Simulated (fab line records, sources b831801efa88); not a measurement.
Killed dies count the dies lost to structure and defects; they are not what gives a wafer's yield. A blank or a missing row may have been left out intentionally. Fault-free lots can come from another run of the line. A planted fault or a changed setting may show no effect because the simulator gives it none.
fab line records -- flow gf180mcu
record: lots: 5, wafers: 15, last_day: 33
route steps=602 shown POLY_GATE@175 HV_LDD@176
lots with no fault: from the same line, run without faults
start_h: hours from the record's opening day to when the first of the lot's shown wafers began -- wait_h: hours from the lot's prior step to this one -- " repeats the value in the row above -- L1.1+2: one row covering several wafers at once -- - either no value or no given start -- * or withheld: withheld -- < > ~ a bound
route shown NAME@n: NAME is a module with steps in the file, n the number in the route of the first one -- usual: mean/standard deviation of fault-free wafers -- same: alike in all rows -- chamber/n: place in a boat -- sites: each site's reading -- _std_site: their standard deviation -- _edge_site: the outer-site mean with the inner-site mean subtracted -- radius_mm: for every site, how far away it sits from the centre of the wafer -- mask NAME#n: copy n -- behind: the most recent tool/chamber to have shaped the wafer -- hold: the reason the lot was held/the length of the hold in hours/how it ended -- device: the transistor (n, p or np) that didn't switch -- end of line: the tests these same wafers got at the end of their route -- a step with no rows: only its recipe -- killed: not the wafer's yield, but the dies lost to structure and defects at the first sort -- map: the dies of a wafer, with x for killed, . for not killed, _ for no die there
set.NAME: the setting that was run; set.NAME@STEP: the one run at that earlier step -- model.NAME: the simulator's own value behind a step, which no gauge read
lots at selected steps of the route; one table per step, one row per wafer
== steps ==
step: GF_POLY_GATE_CD_MEAS_18
usual: cd_nm: 280.1/1.8
lot.wafer,tool,chamber,start_h,wait_h,cd_nm
L087.1,cd_sem-01,-,292.38,0.1,280.8
L087.3,cd_sem-01,-,292.38,0.1,282.1
L087.6,cd_sem-01,-,292.38,0.1,281.3
L088.1,cd_sem-02,-,298.30,0.1,283.2
L088.2,cd_sem-02,-,298.30,0.1,282.9
L088.5,cd_sem-02,-,298.30,0.1,284.4
L090.2,cd_sem-01,-,311.32,0.1,279.0
L090.5,cd_sem-01,-,311.32,0.1,278.6
L090.6,cd_sem-01,-,311.32,0.1,278.4
L091.2,cd_sem-01,-,318.71,0.1,279.8
L091.3,cd_sem-01,-,318.71,0.1,276.9
L091.6,cd_sem-01,-,318.71,0.1,276.5
L093.1,cd_sem-01,-,337.78,0.1,280.9
L093.4,cd_sem-01,-,337.78,0.1,277.7
L093.5,cd_sem-01,-,337.78,0.1,280.0
step: GF_HV_LDD_DEHYDRATE_00
recipe: temp_c: 200, time_s: 60
usual: resist_line_temp_C: 22.99/0.11
lot.wafer,tool,chamber,start_h,wait_h,resist_line_temp_C
L087.1,litho_track-03,0,301.88,9.5,22.98
L087.3,litho_track-03,0,301.88,9.5,22.83
L087.6,litho_track-03,0,301.88,9.5,22.83
L088.1,litho_track-02,0,308.26,9.9,23.08
L088.2,litho_track-02,0,308.26,9.9,22.85
L088.5,litho_track-02,0,308.26,9.9,23.03
L090.2,litho_track-02,0,320.99,9.6,22.90
L090.5,litho_track-02,0,320.99,9.6,22.84
L090.6,litho_track-02,0,320.99,9.6,22.78
L091.2,litho_track-01,0,328.90,10.2,23.11
L091.3,litho_track-01,0,328.90,10.2,23.00
L091.6,litho_track-01,0,328.90,10.2,22.97
L093.1,litho_track-01,0,347.67,9.9,23.13
L093.4,litho_track-01,0,347.67,9.9,23.08
L093.5,litho_track-01,0,347.67,9.9,22.93
step: GF_HV_LDD_HMDS_01
recipe: prime_time_s: 60, prime_temp_c: 120
usual: resist_line_temp_C: 23.00/0.11
lot.wafer,tool,chamber,start_h,wait_h,resist_line_temp_C
L087.1,litho_track-03,0,302.03,0.1,23.06
L087.3,litho_track-03,0,302.03,0.1,22.98
L087.6,litho_track-03,0,302.03,0.1,22.80
L088.1,litho_track-02,0,308.41,0.1,22.99
L088.2,litho_track-02,0,308.41,0.1,23.03
L088.5,litho_track-02,0,308.41,0.1,22.93
L090.2,litho_track-02,0,321.14,0.1,23.11
L090.5,litho_track-02,0,321.14,0.1,22.88
L090.6,litho_track-02,0,321.14,0.1,23.11
L091.2,litho_track-01,0,329.05,0.1,22.83
L091.3,litho_track-01,0,329.05,0.1,22.93
L091.6,litho_track-01,0,329.05,0.1,23.06
L093.1,litho_track-01,0,347.82,0.1,22.98
L093.4,litho_track-01,0,347.82,0.1,22.88
L093.5,litho_track-01,0,347.82,0.1,23.01
step: GF_HV_LDD_COAT_02
recipe: resist: NOVOLAK, spin_rpm: 3000, resist_thk_nm: 1000
usual: resist_line_temp_C: 23.01/0.088
lot.wafer,tool,chamber,start_h,wait_h,resist_line_temp_C
L087.1,litho_track-03,0,302.18,0.1,23.11
L087.3,litho_track-03,0,302.18,0.1,23.04
L087.6,litho_track-03,0,302.18,0.1,23.02
L088.1,litho_track-02,0,308.56,0.1,23.12
L088.2,litho_track-02,0,308.56,0.1,23.05
L088.5,litho_track-02,0,308.56,0.1,23.10
L090.2,litho_track-02,0,321.29,0.1,22.95
L090.5,litho_track-02,0,321.29,0.1,22.93
L090.6,litho_track-02,0,321.29,0.1,23.02
L091.2,litho_track-01,0,329.20,0.1,23.04
L091.3,litho_track-01,0,329.20,0.1,23.02
L091.6,litho_track-01,0,329.20,0.1,23.05
L093.1,litho_track-01,0,347.97,0.1,23.03
L093.4,litho_track-01,0,347.97,0.1,23.11
L093.5,litho_track-01,0,347.97,0.1,23.22
step: GF_HV_LDD_SOFTBAKE_03
recipe: temp_c: 90, time_s: 60, resist: NOVOLAK
usual: resist_line_temp_C: 23.01/0.11
lot.wafer,tool,chamber,start_h,wait_h,resist_line_temp_C
L087.1,litho_track-03,0,302.33,0.1,22.95
L087.3,litho_track-03,0,302.33,0.1,22.96
L087.6,litho_track-03,0,302.33,0.1,22.97
L088.1,litho_track-02,0,308.71,0.1,22.71
L088.2,litho_track-02,0,308.71,0.1,22.74
L088.5,litho_track-02,0,308.71,0.1,22.80
L090.2,litho_track-02,0,321.44,0.1,23.14
L090.5,litho_track-02,0,321.44,0.1,23.23
L090.6,litho_track-02,0,321.44,0.1,23.05
L091.2,litho_track-01,0,329.35,0.1,23.13
L091.3,litho_track-01,0,329.35,0.1,22.94
L091.6,litho_track-01,0,329.35,0.1,23.01
L093.1,litho_track-01,0,348.12,0.1,23.16
L093.4,litho_track-01,0,348.12,0.1,23.06
L093.5,litho_track-01,0,348.12,0.1,22.86
step: GF_HV_LDD_EXPOSE_04
recipe: mask_id: Nplus_LV_AREA, target_cd_nm: 400, na: 0.6, source_shape: conventional, sigma_outer: 0.6, dose_mj: 140
usual: stage_vel_mm_s: 500.01/0.27
lot.wafer,tool,chamber,start_h,wait_h,mask,stage_vel_mm_s
L087.1,iline_stepper-02,0,-,-,Nplus_LV_AREA#0,499.94
L087.3,iline_stepper-02,0,-,-,Nplus_LV_AREA#0,500.29
L087.6,iline_stepper-02,0,-,-,Nplus_LV_AREA#0,500.34
L088.1,iline_stepper-02,0,-,-,Nplus_LV_AREA#0,500.18
L088.2,iline_stepper-02,0,-,-,Nplus_LV_AREA#0,500.36
L088.5,iline_stepper-02,0,-,-,Nplus_LV_AREA#0,500.07
L090.2,iline_stepper-01,0,-,-,Nplus_LV_AREA#0,499.63
L090.5,iline_stepper-01,0,-,-,Nplus_LV_AREA#0,500.18
L090.6,iline_stepper-01,0,-,-,Nplus_LV_AREA#0,500.07
L091.2,iline_stepper-01,0,-,-,Nplus_LV_AREA#0,499.88
L091.3,iline_stepper-01,0,-,-,Nplus_LV_AREA#0,500.03
L091.6,iline_stepper-01,0,-,-,Nplus_LV_AREA#0,500.22
L093.1,iline_stepper-01,0,-,-,Nplus_LV_AREA#0,500.02
L093.4,iline_stepper-01,0,-,-,Nplus_LV_AREA#0,499.64
L093.5,iline_stepper-01,0,-,-,Nplus_LV_AREA#0,499.74
step: GF_HV_LDD_PEB_05
recipe: temp_c: withheld, time_s: *, resist: NOVOLAK
usual: resist_line_temp_C: *
lot.wafer,tool,chamber,start_h,wait_h,resist_line_temp_C
L087.1,litho_track-02,0,-,-,*
L087.3,litho_track-02,0,-,-,*
L087.6,litho_track-02,0,-,-,*
L088.1,litho_track-03,0,-,-,*
L088.2,litho_track-03,0,-,-,*
L088.5,litho_track-03,0,-,-,*
L090.2,litho_track-02,0,-,-,*
L090.5,litho_track-02,0,-,-,*
L090.6,litho_track-02,0,-,-,*
L091.2,litho_track-01,0,-,-,*
L091.3,litho_track-01,0,-,-,*
L091.6,litho_track-01,0,-,-,*
L093.1,litho_track-02,0,-,-,*
L093.4,litho_track-02,0,-,-,*
L093.5,litho_track-02,0,-,-,*
== key ==
fault none
